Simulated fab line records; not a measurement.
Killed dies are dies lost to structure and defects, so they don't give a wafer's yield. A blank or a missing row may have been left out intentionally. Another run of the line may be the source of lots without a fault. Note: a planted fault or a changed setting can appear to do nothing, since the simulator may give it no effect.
Problem report, 8D (eight disciplines) form, completed by code ; flow gf180mcu ; the parts of the form that need people (team, actions taken, sign-off) are left out

== 1. THE PROBLEM ==
Wafers without a fault read 2500.0 W, standard deviation 0.45; cathode dc power W at GF_V3_SPUTTER_21 reads a mean of 2358.7 W on 9 wafers belonging to 3 lots. So: -99 or more standard deviations from the usual mean.
The step: material Ti, target thk 15 nm, time 80.02 s.
Seen first at day 27 11:00 on pvd sputter-04, wafer L486.1. At this step, 39 wafers from 13 lots have a number in the record. By rule, "out" or "out of limits" means more than 4 standard deviations away from the usual mean. Any other wafer with a number is counted as sound.

== 2. WHAT IT IS AND WHAT IT IS NOT ==
question;is;is not
which readings at this step;cathode dc power W;throttle valve pct
which lots;L486, L487, L488;L471, L472, L474, L476, L477, L479, L480, L490, L491, L494
which wafers of those lots;all that have a number;-
read on which tools;pvd sputter-04;pvd sputter-01, pvd sputter-02
when;from day 27 11:00;"up to then (21 sound wafers); but 9 sound wafers of L490, L491, L494 came after"

== 3. SUSPECTS, AND WHAT RULES EACH OUT ==
Counting: a tool at a process step up to the reading stays a suspect if it ran every lot that is out and no sound lot after the first of them.
- pecvd-01 at GF_V3_CVD_02 (deposits SiO2 from TEOS, target thk 850 nm, time 94.851 s): ruled out as a lasting fault. Sound lots L491 ran on it after its first lot that is out, L486 (day 26 12:44).
- pvd sputter-04 at GF_V3_SPUTTER_21 (material Ti, target thk 15 nm, time 80.02 s): kept. It processed each lot that is out, first L486 at day 27 11:00, and no sound lot thereafter; up to then, the last sound lot it processed was L480 at day 25 20:17. Its own readings are out on those wafers: cathode dc power W.
The count leaves pvd sputter-04 at GF_V3_SPUTTER_21.

== 4. THE CAUSE (what the simulator had put in) ==
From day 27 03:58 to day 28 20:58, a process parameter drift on pvd sputter-04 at GF_V3_SPUTTER_21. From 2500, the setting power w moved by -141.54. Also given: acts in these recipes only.
This tool alone remained once counting was done.

== 5. SEQUENCE OF EFFECTS, ordered by route ==
Each row: a reading where the mean over the struck wafers with a number is more than 3 standard deviations away from the usual. Only readings whose record carries a usual standard deviation are examined. hours: median over the lots of the time between each lot's start at the first step of this table that gives one and its start at this step. sigmas: the change, counted in usual standard deviations.
hours;step;reading;usual;on struck wafers;change;sigmas
0;GF_V3_SPUTTER_21;cathode dc power W;2500.0 W;2358.7;-141.3;-99 or more
Its process steps:
- GF_V3_SPUTTER_21: material Ti, target thk 15 nm, time 80.02 s.

== 6. WHAT WOULD HAVE CAUGHT IT SOONER ==
First out-of-limits reading in this record: day 27 11:00, which is 7 hours after fault onset at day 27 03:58.
